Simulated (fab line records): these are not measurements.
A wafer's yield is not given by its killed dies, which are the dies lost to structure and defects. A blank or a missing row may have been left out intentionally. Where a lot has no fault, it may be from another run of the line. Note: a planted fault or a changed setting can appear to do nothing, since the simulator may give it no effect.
A lot that was struck, set against a sound lot / flow sky130 / 44 steps out of a route of 708
Sound: wafers L501.1, L501.5, L501.6. Struck: wafer L493.4 (L493.5, L493.6, from the same lot, were not struck and are left out); the cause is given at the end.
Order at every step that has rows: each side's tool, ch and its chambers, its first start. Under that, the readings that differ: sound wafers / struck wafers / difference of the means / sigmas: that difference in standard deviations of wafers without a fault.
alike: a reading whose means differ by less than 2 such deviations, as well as words and numbers matching on both sides. not compared: withheld readings; readings where some wafer has no value; bounds like >300 that might hide an equal value; numbers whose values overlap and for which the record gives no deviation.
The two part at a step that has a row with sigmas, a row that says differs or no value, or rows on one side only. Numbers that have no deviation but don't overlap get no sigmas and don't part them. A reading missing from all wafers of one side parts the sides only when that side holds two or more wafers.

first, 3 steps without rows for these wafers: SKY_VIA2_CLEAN_18 (cleans in IPA, time 180 s); SKY_VIA2_CLEAN_19 (cleans in O3/DIW); SKY_VIA2_SPUTTER_20 (material TiN, target thk 20 nm, time 80 s).
SKY_VIA2_CVD_21: deposits W, target thk 420 nm, time 126.4 s.
  sound on cvd-w-02 ch 0,1, day 41 19:38; struck on cvd-w-02 ch 1, day 39 01:24
  alike: heater-power-w
  not compared: since-wet-clean-h
SKY_VIA2_RS_MEAS_22: uses a four-point probe to measure.
  sound on film-metro-01, day 41 19:46; struck on film-metro-01, day 39 01:32
reading=VIA2_W_RS (ohm/sq); sound=0.276 0.271 0.276; struck=0.282; difference=+0.008; sigmas=+2
SKY_VIA2_THK_MEAS_23: measures by xrf.
  sound on film-metro-01, day 41 19:53; struck on film-metro-01, day 39 01:38
reading=VIA2_W_THK (nm); sound=423 427 422; struck=405; difference=-19; sigmas=-2
then, 2 steps without rows for these wafers: SKY_VIA2_CMP_24 (polishes, stops on SiO2, t overpolish 20 s, target thk 0 nm); SKY_METAL3_SPUTTER_00 (material Ti, target thk 15 nm, time 10 s).
SKY_METAL3_SPUTTER_01: material TiN, target thk 20 nm, time 16.7 s.
  sound on pvd-sputter-02, day 41 20:16; struck on pvd-sputter-03, day 39 04:28
  alike: throttle-valve-pct
SKY_METAL3_SPUTTER_02: material AlCu, target thk 735 nm, time 39.1 s.
  sound on pvd-sputter-02, day 41 20:17; struck on pvd-sputter-03, day 39 04:30
  alike: throttle-valve-pct
then, 2 steps without rows for these wafers: SKY_METAL3_SPUTTER_03 (material Ti, target thk 5 nm, time 3.3 s); SKY_METAL3_SPUTTER_04 (material TiN, target thk 70 nm, time 58.3 s).
SKY_CAPM_CVD_00: deposits SiO2, target thk 15.5 nm.
  sound on pecvd-01 ch 0,1, day 41 20:23; struck on pecvd-03 ch 2, day 39 04:36
reading=model.SiO2_of_CAPM_CVD_00.thk-nm (nm); sound=15.13 15.51 15.4; struck=22.3; difference=+7.0; sigmas=
  alike: heater-power-w
SKY_CAPM_THK_MEAS_01:
  sound on film-metro-01, day 41 20:26; struck on film-metro-01, day 39 04:38
reading=CAPM_CVD_00_THK (nm); sound=15.12 15.47 15.39; struck=22.27; difference=+6.94; sigmas=+24
SKY_CAPM_SPUTTER_02: material TiN, target thk 200 nm, time 166.7 s.
  sound on pvd-sputter-01, day 41 20:29; struck on pvd-sputter-04, day 39 04:40
  alike: throttle-valve-pct
SKY_CAPM_RS_MEAS_03: uses a four-point probe to measure.
  sound on film-metro-03, day 41 20:36; struck on film-metro-03, day 39 04:50
  alike: CAPM_TIN_RS
SKY_CAPM_THK_MEAS_04: measures by xrf.
  sound on film-metro-03, day 41 20:43; struck on film-metro-03, day 39 04:56
  alike: CAPM_TIN_THK
then, 7 steps without rows for these wafers: SKY_CAPM_DEHYDRATE_05 (time 60 s); SKY_CAPM_HMDS_06 (prime time 60 s); SKY_CAPM_COAT_07 (resist thk 1140 nm); SKY_CAPM_SOFTBAKE_08 (time 60 s); SKY_CAPM_EXPOSE_09 (exposes mask CAPM, target cd 1000 nm); SKY_CAPM_PEB_10; SKY_CAPM_DEVELOP_11 (develop time 60 s).
SKY_CAPM_OVL_MEAS_12:
  sound on overlay-02, day 42 20:13; struck on overlay-02, day 40 04:40
  alike: CAPM_OVL
then, 1 step without rows for these wafers: SKY_CAPM_METAL_ETCH_13 (etches TiN in Cl2/BCl3, stops on SiO2, target depth 220 nm, time 62.9 s).
SKY_CAPM_STRIP_14: strips in O2/N2.
  sound on plasma-asher-01 ch 0,1, day 42 20:20; struck on plasma-asher-02 ch 0, day 40 04:48
  alike: drypump-motor-current-A, oes-product-au, strip-time-to-endpoint-s
  not compared: rf-hours-counter-h
then, 11 steps without rows for these wafers: SKY_CAPM_STRIP_15 (strips in post etch residue remover, time 1200 s); SKY_CAPM_CLEAN_16 (cleans in IPA, time 180 s); SKY_CAPM_CLEAN_17 (cleans in O3/DIW); SKY_METAL3_DEHYDRATE_05 (time 60 s); SKY_METAL3_HMDS_06 (prime time 60 s); SKY_METAL3_COAT_07 (resist thk 60 nm); SKY_METAL3_COAT_08 (resist thk 1140 nm); SKY_METAL3_SOFTBAKE_09 (time 90 s); SKY_METAL3_EXPOSE_10 (exposes mask MM3, target cd 300 nm); SKY_METAL3_PEB_11; SKY_METAL3_DEVELOP_12 (develop time 60 s).
SKY_METAL3_CD_MEAS_13 targets a cd of 300 nm.
  sound on cd-sem-02, day 43 19:31; struck on cd-sem-02, day 41 05:22
  alike: cd-nm
SKY_METAL3_OVL_MEAS_14:
  sound on overlay-01, day 43 19:38; struck on overlay-02, day 41 05:27
  alike: METAL3_OVL
then, 2 steps without rows for these wafers: SKY_METAL3_DESCUM_15 (chemistry O2, time 8 s); SKY_METAL3_ETCH_16 (etches BARC in N2/H2, stops on SiO2, time 88.2 s, target depth 60 nm).
SKY_METAL3_ETCH_17: etches SiO2 in C4F8/O2/Ar, stops on TiN, time 3.9 s, target depth 15 nm.
  sound on rie-diel-04 ch 1,2,3, day 43 19:48; struck on rie-diel-02 ch 2, day 41 05:36
reading=oes-product-au (a.u.); sound=0.751 0.757 0.749; struck=0.916; difference=+0.164; sigmas=+20
reading=model.etch.depth-nm (nm); sound=15.13 15.51 15.4; struck=22.3; difference=+7.0; sigmas=
  alike: bias-w
  not compared: rf-hours-counter-h
-- the record jumps here: 7 days lie between the struck wafers' starts before and after (it left off in module METAL3 and takes up again in module PAD_OPEN, whose first step shown is number 708 of the route) --
SKY_PAD_OPEN_PROBE_99:
  sound on prober-01, day 50 02:14; struck on prober-02, day 48 01:47
reading=model.etest.tester.sort-n-pass; sound=401 401 405; struck=4; difference=-398; sigmas=
reading=model.etest.tester.sort-yield-pct (%); sound=81.5 81.5 82.32; struck=0.813; difference=-80.960; sigmas=
reading=model.etest.tester.sort_bin_5_pct (%); sound=9.959 9.756 12.4; struck=95.12; difference=+84.42; sigmas=
reading=model.etest.cap-mim.bv-v (V); sound=13.58 13.95 13.88; struck=19.84; difference=+6.04; sigmas=
reading=model.etest.cap-mim.leak-log10-a-cm2; sound=-9.06 -8.972 -8.868; struck=-10.25; difference=-1.28; sigmas=
reading=model.etest.cap-mim.c-ff-um2; sound=2.371 2.344 2.358; struck=1.624; difference=-0.734; sigmas=
reading=model.etest.tester.sort_bin_8_pct (%); sound=0 0 0; struck=7.199e-09; difference=+7.199e-09; sigmas=
  alike: defect-limited-yield, killed_at_M0_to_M3, killed_at_M4_up, killed-at-contacts, killed-at-front-end, killed-at-other, killed-dies, killed-open, killed-short

WHERE THEY PART
Earliest at SKY_VIA2_RS_MEAS_22; latest, in this record, at SKY_METAL3_ETCH_17. Later steps at which nothing parts them and some readings are alike: SKY_PAD_OPEN_PROBE_99.

WHY: the cause the simulator had injected
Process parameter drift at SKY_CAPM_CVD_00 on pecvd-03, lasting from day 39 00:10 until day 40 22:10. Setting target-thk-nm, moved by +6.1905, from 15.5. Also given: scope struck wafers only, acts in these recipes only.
